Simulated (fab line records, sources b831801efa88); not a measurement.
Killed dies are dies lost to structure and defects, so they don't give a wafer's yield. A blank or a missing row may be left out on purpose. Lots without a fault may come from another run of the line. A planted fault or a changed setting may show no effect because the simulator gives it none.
fab line records | flow sky130
record lots=6 wafers=18 last_day=49
route steps=708 shown VT_ADJUST_PCH@145 SONOS_TUNNEL@154 PAD_OPEN@708
lots that met no fault: from a run of the same line without faults
start_h: hours from the record's first day to the start of the lot's first wafer shown | wait_h: hours since the lot's step before | " the same as in the row above | L1.1+2: a row that stands for several wafers | - no value, or no start given | * or withheld: withheld | < > ~ a bound
route shown NAME@n: a module of which the file shows steps, and the number in the route of the first | usual: mean/standard deviation of fault-free wafers | same: alike in all rows | chamber/n: place in a boat | sites: the reading at each site | _std_site: their standard deviation | _edge_site: outer sites' mean less inner sites' | radius_mm: how far each site lies from the wafer's centre | mask NAME#n: copy n | behind: the tool/chamber that last shaped the wafer | hold: why the lot was held/for how many hours/how that ended | device: the transistor (n, p or np) that didn't switch | end of line: the same wafers' tests at the end of the route | a step without rows: its recipe alone | killed: dies lost to structure and defects at the first sort, not the wafer's yield | map: a wafer's dies, x killed, . not, _ none there
set.NAME: the setting as run; set.NAME@STEP: as run at that earlier step | model.NAME: the simulator's own value behind a step, which no gauge read
lots at some steps of the route; a table a step, a row a wafer
services: from which hour (start_h, from the record's first day; less than 0 if before it) a tool's chamber was out of use, for how many hours, and why
## steps
# step SKY_VT_ADJUST_PCH_COAT_02
# recipe spin_rpm=2000 resist_thk_nm=3000
# step SKY_VT_ADJUST_PCH_SOFTBAKE_03
# recipe temp_c=110 time_s=withheld
# step SKY_VT_ADJUST_PCH_EXPOSE_04
# recipe mask_id=NWM na=0.6 source_shape=conventional sigma_outer=0.6 polarization=unpolarized target_cd_nm=840 dose_mj=255
# step SKY_VT_ADJUST_PCH_PEB_05
# recipe temp_c=115 time_s=withheld
# step SKY_VT_ADJUST_PCH_DEVELOP_06
# recipe wall_angle_deg=90 developer=TMAH develop_time_s=60 dev_temp_c=23
# step SKY_VT_ADJUST_PCH_OVL_MEAS_07
# usual VT_ADJUST_PCH_OVL=-0.4/2
# columns lot.wafer tool chamber start_h wait_h VT_ADJUST_PCH_OVL[nm]
L416.1 overlay-01 - 257.25 - 0.8
L416.2 " - " " 2.9
L416.3 " - " " 1.4
L418.1 overlay-01 - 278.48 - -0.9
L418.2 " - " " -1.9
L418.6 " - " " -0.5
L426.3 overlay-01 - 337.54 - -1.0
L426.4 " - " " -0.9
L426.5 " - " " 1.0
L427.2 overlay-01 - 340.76 - -2.2
L427.3 " - " " -4.6
L427.5 " - " " -2.1
L429.1 overlay-02 - 356.33 - 0.1
L429.2 " - " " 0.6
L429.5 " - " " -1.6
L431.2 overlay-02 - 371.34 - -0.8
L431.3 " - " " 1.1
L431.5 " - " " 0.0
# step SKY_VT_ADJUST_PCH_IMPLANT_08
# recipe species=B energy_kev=10 dose_cm2=5e+11 tilt_deg=withheld
# step SKY_VT_ADJUST_PCH_STRIP_09
# recipe chemistry=O2/N2 power_w=1400 pressure_mtorr=1500 platen_temp_c=withheld o2_flow_sccm=3000 n2_flow_sccm=300 overash_fraction=0.5
# usual drypump_motor_current_A=5.6/0.36 oes_product_au=0.721/0.0043 strip_time_to_endpoint_s=36.92/0.11
# columns lot.wafer tool chamber start_h wait_h drypump_motor_current_A oes_product_au rf_hours_counter_h strip_time_to_endpoint_s
L416.1 plasma_asher-04 0 257.44 0.1 5.6 0.733 56 36.94
L416.2 " 1 " " 5.1 0.716 56 36.98
L416.3 " 1 " " 5.1 0.716 - 36.86
L418.1 plasma_asher-04 0 278.67 0.1 5.5 0.727 57 37.11
L418.2 " 1 " " 5.1 0.723 57 37.11
L418.6 " 0 " " 5.6 0.724 - 37.07
L426.3 plasma_asher-04 1 337.75 0.1 5.1 0.721 - 36.70
L426.4 " 0 " " 5.6 0.724 - 36.83
L426.5 " 0 " " 5.6 0.722 - 36.93
L427.2 plasma_asher-01 1 340.94 0.1 5.9 0.719 67 36.92
L427.3 " 1 " " 5.9 0.716 - 36.82
L427.5 " 1 " " 5.9 0.723 - 36.88
L429.1 plasma_asher-01 0 356.52 0.1 6.2 0.725 69 37.12
L429.2 " 1 " " 5.9 0.725 69 36.99
L429.5 " 1 " " 5.9 0.719 - 36.98
L431.2 plasma_asher-01 1 371.52 0.1 5.9 0.727 70 36.91
L431.3 " 1 " " 5.9 0.721 - 36.94
L431.5 " 0 " " 6.3 0.716 - 36.91
# step SKY_VT_ADJUST_PCH_TW_MEAS_10
# usual VT_ADJUST_PCH_TW=142.2/0.74
# columns lot.wafer tool chamber start_h wait_h VT_ADJUST_PCH_TW
L416.1 film_metro-02 - 257.54 0.1 142.4
L416.2 " - " " 141.5
L416.3 " - " " 142.5
L418.1 film_metro-02 - 278.77 0.1 140.6
L418.2 " - " " 141.0
L418.6 " - " " 141.2
L426.3 film_metro-04 - 337.84 0.1 141.6
L426.4 " - " " 141.8
L426.5 " - " " 142.0
L427.2 film_metro-02 - 341.05 0.1 142.3
L427.3 " - " " 142.1
L427.5 " - " " 141.8
L429.1 film_metro-03 - 356.62 0.1 142.7
L429.2 " - " " 142.8
L429.5 " - " " 142.8
L431.2 film_metro-04 - 371.64 0.1 143.1
L431.3 " - " " 143.1
L431.5 " - " " 143.4
# step SKY_SONOS_TUNNEL_DEHYDRATE_00
# recipe temp_c=200 time_s=60
# step SKY_SONOS_TUNNEL_HMDS_01
# recipe prime_time_s=60 prime_temp_c=120
# step SKY_SONOS_TUNNEL_COAT_02
# recipe resist=NOVOLAK spin_rpm=3000 resist_thk_nm=1124
# step SKY_SONOS_TUNNEL_SOFTBAKE_03
# recipe temp_c=90 time_s=60 resist=NOVOLAK
# usual heater_power_total_W=56.59/0.047 plate_temp_C=89.98/0.12 resist_line_temp_C=23.03/0.12
# columns lot.wafer tool chamber start_h wait_h heater_power_total_W plate_temp_C resist_line_temp_C
L416.1 litho_track-03 0 268.83 0.1 55.95 88.98 23.10
L416.2 " 0 " " 55.94 89.23 23.03
L416.3 " 0 " " 55.92 88.95 23.01
L418.1 litho_track-03 0 291.28 0.1 55.97 89.19 23.09
L418.2 " 0 " " 55.90 89.36 22.93
L418.6 " 0 " " 55.90 89.42 22.94
L426.3 litho_track-02 0 350.89 0.1 56.61 89.75 23.15
L426.4 " 0 " " 56.55 89.74 22.96
L426.5 " 0 " " 56.62 89.88 23.14
L427.2 litho_track-02 0 355.02 0.1 56.60 89.94 22.87
L427.3 " 0 " " 56.55 89.85 22.97
L427.5 " 0 " " 56.54 89.98 22.95
L429.1 litho_track-03 0 370.18 0.1 56.58 90.08 23.06
L429.2 " 0 " " 56.59 90.25 23.10
L429.5 " 0 " " 56.63 90.01 22.92
L431.2 litho_track-03 0 385.95 0.1 56.54 90.06 23.09
L431.3 " 0 " " 56.60 89.91 22.96
L431.5 " 0 " " 56.62 89.78 23.19
# step SKY_SONOS_TUNNEL_EXPOSE_04
# recipe mask_id=TUNM na=0.6 source_shape=conventional sigma_outer=0.6 polarization=unpolarized target_cd_nm=410 dose_mj=136
# step SKY_PAD_OPEN_PROBE_99
# usual killed_at_M0_to_M3=43/6.6 killed_at_M4_up=2.9/1.8 killed_at_contacts=25/5.3 killed_at_front_end=15/4.1 killed_at_other=0.3/0.6 killed_dies=86/8.8 killed_open=47/6.7 killed_short=39/6.2
# same gross_dies=492 killed_at_back_side=0
# columns lot.wafer tool chamber start_h wait_h killed_at_M0_to_M3 killed_at_M4_up killed_at_contacts killed_at_front_end killed_at_other killed_dies killed_open killed_short
L416.1 prober-01 - 1101.36 0.1 46 2 15 15 0 78 42 36
L416.2 prober-01 - 1101.41 0.1 44 2 29 16 0 91 48 43
L416.3 prober-01 - 1101.46 0.2 39 6 36 8 1 90 48 42
L418.1 prober-01 - 1120.21 0.1 40 4 21 14 0 79 35 43
L418.2 prober-01 - 1120.26 0.1 54 5 20 16 0 95 44 50
L418.6 prober-01 - 1120.46 0.2 55 3 26 14 0 98 49 49
L427.2 prober-01 - 1169.21 0.1 37 3 18 12 0 70 45 24
L427.3 prober-01 - 1169.26 0.2 31 1 27 12 1 72 30 41
L427.5 prober-01 - 1169.36 0.2 32 3 27 16 0 78 37 40
L429.1 prober-01 - 1176.52 0.1 51 6 30 5 1 93 57 36
L429.2 prober-01 - 1176.57 0.1 38 3 21 17 0 79 48 31
L429.5 prober-01 - 1176.72 0.2 44 3 28 13 0 88 54 33
L431.2 prober-01 - 1180.13 0.1 48 4 25 15 0 92 48 43
L431.3 prober-01 - 1180.18 0.2 41 3 27 13 1 85 45 39
L431.5 prober-01 - 1180.28 0.2 45 2 28 22 1 98 51 47
# killed by level:class
L416.1 VIA2:geometric_particle:open=10 VIA1:geometric_particle:open=8 VIA3:geometric_particle:open=7 METAL1:geometric_particle:short=6 FIELD_ISO:geometric_particle:short=5 CONTACT:geometric_particle:open=5 CONTACT:geometric_particle:short=5 VIA1:geometric_particle:short=4
L416.2 LI_CONTACT:geometric_particle:open=11 VIA1:geometric_particle:open=11 VIA2:geometric_particle:open=8 VIA1:geometric_particle:short=7 CONTACT:geometric_particle:short=6 FIELD_ISO:geometric_particle:short=5 LOCAL_INTERCONNECT:geometric_particle:short=5 POLY_GATE:geometric_particle:short=4
L416.3 CONTACT:geometric_particle:open=16 VIA1:geometric_particle:short=8 VIA1:geometric_particle:open=8 LI_CONTACT:geometric_particle:open=6 CONTACT:geometric_particle:short=6 LOCAL_INTERCONNECT:geometric_particle:short=5 VIA3:geometric_particle:open=5 VIA3:geometric_particle:short=5
L418.1 VIA1:geometric_particle:open=7 CONTACT:geometric_particle:short=7 METAL1:geometric_particle:short=7 POLY_GATE:geometric_particle:open=6 CONTACT:geometric_particle:open=6 LI_CONTACT:geometric_particle:open=5 VIA2:geometric_particle:short=5 METAL2:geometric_particle:short=4
L418.2 VIA1:geometric_particle:open=12 METAL2:geometric_particle:short=8 VIA3:geometric_particle:open=7 VIA2:geometric_particle:open=7 METAL1:geometric_particle:short=6 FIELD_ISO:geometric_particle:short=5 LI_CONTACT:geometric_particle:open=5 LOCAL_INTERCONNECT:geometric_particle:short=5
L418.6 VIA1:geometric_particle:open=12 VIA1:geometric_particle:short=11 VIA3:geometric_particle:open=9 CONTACT:geometric_particle:open=8 CONTACT:geometric_particle:short=7 METAL1:geometric_particle:short=7 VIA2:geometric_particle:open=7 POLY_GATE:geometric_particle:short=4
L427.2 VIA1:geometric_particle:open=11 CONTACT:geometric_particle:open=10 VIA3:geometric_particle:open=6 POLY_GATE:geometric_particle:open=5 VIA1:geometric_particle:short=4 VIA2:geometric_particle:open=4 FIELD_ISO:geometric_particle:open=3 LI_CONTACT:geometric_particle:open=3
L427.3 LOCAL_INTERCONNECT:geometric_particle:short=8 CONTACT:geometric_particle:open=6 CONTACT:geometric_particle:short=6 VIA1:geometric_particle:short=6 METAL2:geometric_particle:short=5 VIA1:geometric_particle:open=4 LI_CONTACT:geometric_particle:open=4 FIELD_ISO:geometric_particle:short=3
L427.5 LI_CONTACT:geometric_particle:open=8 LOCAL_INTERCONNECT:geometric_particle:short=6 CONTACT:geometric_particle:open=6 METAL2:geometric_particle:short=6 VIA2:geometric_particle:open=6 VIA1:geometric_particle:open=5 CONTACT:geometric_particle:short=4 METAL1:geometric_particle:short=4
L429.1 VIA1:geometric_particle:open=12 CONTACT:geometric_particle:open=9 VIA3:geometric_particle:open=9 LI_CONTACT:geometric_particle:open=7 VIA2:geometric_particle:open=7 LOCAL_INTERCONNECT:geometric_particle:short=6 VIA1:geometric_particle:short=6 METAL4:geometric_particle:short=4
L429.2 VIA1:geometric_particle:open=14 CONTACT:geometric_particle:open=9 SPACER:geometric_particle:open=6 VIA3:geometric_particle:open=5 CONTACT:geometric_particle:short=4 LI_CONTACT:geometric_particle:open=4 METAL1:geometric_particle:short=4 POLY_CUT:geometric_particle:open=3
L429.5 CONTACT:geometric_particle:open=14 VIA1:geometric_particle:open=12 LI_CONTACT:geometric_particle:open=7 VIA2:geometric_particle:open=7 METAL2:geometric_particle:short=6 SPACER:geometric_particle:open=5 VIA1:geometric_particle:short=5 METAL3:geometric_particle:short=4
L431.2 VIA1:geometric_particle:open=13 LI_CONTACT:geometric_particle:open=10 METAL1:geometric_particle:short=9 METAL2:geometric_particle:short=6 CONTACT:geometric_particle:open=6 VIA3:geometric_particle:open=6 FIELD_ISO:geometric_particle:open=5 POLY_GATE:geometric_particle:open=4
L431.3 LI_CONTACT:geometric_particle:open=9 VIA1:geometric_particle:open=9 VIA1:geometric_particle:short=7 CONTACT:geometric_particle:open=7 VIA3:geometric_particle:open=5 POLY_GATE:geometric_particle:open=4 LOCAL_INTERCONNECT:geometric_particle:short=4 CONTACT:geometric_particle:short=4
L431.5 CONTACT:geometric_particle:open=13 VIA1:geometric_particle:open=8 METAL2:geometric_particle:short=7 FIELD_ISO:geometric_particle:open=6 VIA3:geometric_particle:open=6 METAL1:geometric_particle:short=6 FIELD_ISO:geometric_particle:short=5 VIA2:geometric_particle:open=5
## services
# columns tool chamber start_h hours kind
plasma_asher-04 - 263.95 2.2 repair
plasma_asher-04 - 265.72 11.3 repair
plasma_asher-04 - 296.36 1.9 repair
plasma_asher-04 - 303.28 8.2 repair
plasma_asher-01 - 342.54 4.0 pm
## key
first_sign step=SKY_SONOS_TUNNEL_SOFTBAKE_03 reading=heater_power_total_W direction=down sigmas=14 usual=* struck=*
effect step=SKY_SONOS_TUNNEL_SOFTBAKE_03 reading=plate_temp_C direction=down sigmas=6.4 usual=* struck=*
met_at SKY_SONOS_TUNNEL_SOFTBAKE_03
struck_wafers L416.1,L416.2,L416.3,L418.1,L418.2,L418.6
tester_left_out L416,L418
fault kind=process_parameter_drift tool=litho_track-03 chamber=- onset_h=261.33 steps=SKY_SONOS_TUNNEL_SOFTBAKE_03 channel=temp_c offset=* shape=step end_h=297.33 acts_in=* stated=*
# tester_left_out: of these lots the tester's yield and bins aren't shown, on N5 and GAA mostly nor the transistor test; their killed dies are dies lost to structure and defects alone, not to doping, threshold or leakage, so they don't give the yield
